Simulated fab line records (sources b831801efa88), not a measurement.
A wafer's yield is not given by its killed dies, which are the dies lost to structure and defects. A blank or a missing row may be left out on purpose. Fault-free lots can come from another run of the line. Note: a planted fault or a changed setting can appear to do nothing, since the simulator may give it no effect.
Matching of chambers + flow gf180mcu + GF_M5_ETCH_09 on rie-diel-01 has 4 sister chambers
The step etches Si3N4 in CF4/O2, target depth 52 nm, time 11.6 s. 18 wafers are shown with their chamber, then 9 later ones without.

WAFERS WITH THEIR CHAMBER
| wafer  | chamber | drypump-motor-current-A (A) | oes-product-au (a.u.) | throttle-valve-pct (%) |
|--------|---------|-----------------------------|-----------------------|------------------------|
| L078.2 | 1       | 6.3                         | 0.995                 | 5.952                  |
| L078.3 | 2       | 5.0                         | 1.003                 | 5.966                  |
| L078.5 | 3       | 5.7                         | 0.998                 | 5.966                  |
| L077.4 | 1       | 6.3                         | 0.998                 | 5.973                  |
| L077.5 | 3       | 5.8                         | 0.994                 | 5.969                  |
| L077.6 | 0       | 6.5                         | 1.012                 | 5.976                  |
| L082.3 | 0       | 6.5                         | 1.001                 | 5.971                  |
| L082.4 | 0       | 6.5                         | 1.005                 | 5.970                  |
| L082.5 | 3       | 5.7                         | 0.993                 | 5.967                  |
| L084.1 | 0       | 6.5                         | 1.007                 | 5.979                  |
| L084.2 | 1       | 6.3                         | 0.993                 | 5.980                  |
| L084.4 | 2       | 5.0                         | 1.003                 | 5.975                  |
| L086.3 | 1       | 6.4                         | 1.009                 | 5.975                  |
| L086.5 | 1       | 6.3                         | 1.005                 | 5.978                  |
| L086.6 | 0       | 6.6                         | 1.003                 | 5.974                  |
| L088.1 | 1       | 6.4                         | 0.996                 | 5.971                  |
| L088.2 | 0       | 6.5                         | 1.000                 | 5.978                  |
| L088.4 | 3       | 5.8                         | 1.000                 | 5.974                  |

SIGNATURES (averages over the wafers above)
| reading                 | chamber 0 | chamber 1 | chamber 2 | chamber 3 | scatter within a chamber |
|-------------------------|-----------|-----------|-----------|-----------|--------------------------|
| drypump-motor-current-A | 6.517     | 6.333     | 5.000     | 5.750     | 0.0476                   |
| oes-product-au          | 1.00467   | 0.99933   | 1.00300   | 0.99625   | 0.00484                  |
| throttle-valve-pct      | 5.97467   | 5.97150   | 5.97050   | 5.96900   | 0.00684                  |
Rule: a wafer's distance from a chamber is the root of the sum, over the readings, of the square of ((its reading less the chamber's mean) divided by the reading's scatter). The wafer belongs to the nearest chamber; if the next one is less than 2 further off, it can't be placed. The scatter: the root of (the sum of the squares of (reading less its chamber's mean) over the shown wafers, divided by (wafers less chambers)).

WAFERS WHOSE CHAMBER IS MISSING
| wafer  | drypump-motor-current-A (A) | oes-product-au (a.u.) | throttle-valve-pct (%) |
|--------|-----------------------------|-----------------------|------------------------|
| L089.2 | 5.8                         | 0.999                 | 5.976                  |
| L089.3 | 5.0                         | 0.988                 | 5.965                  |
| L089.4 | 6.5                         | 1.004                 | 5.971                  |
| L092.4 | 5.0                         | 0.994                 | 5.966                  |
| L092.5 | 6.3                         | 0.995                 | 5.975                  |
| L092.6 | 6.5                         | 0.997                 | 5.980                  |
| L097.1 | 6.3                         | 1.004                 | 5.988                  |
| L097.5 | 6.6                         | 1.010                 | 5.970                  |
| L097.6 | 6.3                         | 0.994                 | 5.969                  |

WHICH CHAMBER EACH ONE RAN IN
| wafer  | from the rows above     | in truth |
|--------|-------------------------|----------|
| L089.2 | 3                       | 3        |
| L089.3 | 2                       | 2        |
| L089.4 | 0                       | 0        |
| L092.4 | 2                       | 2        |
| L092.5 | 1                       | 1        |
| L092.6 | can't be placed: 0 or 1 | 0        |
| L097.1 | 1                       | 1        |
| L097.5 | 0                       | 0        |
| L097.6 | 1                       | 1        |
Correctly placed: 8 of 9. Can't be placed from these rows: 1 (the true chamber is among the candidates in 1). Wrongly placed: 0.
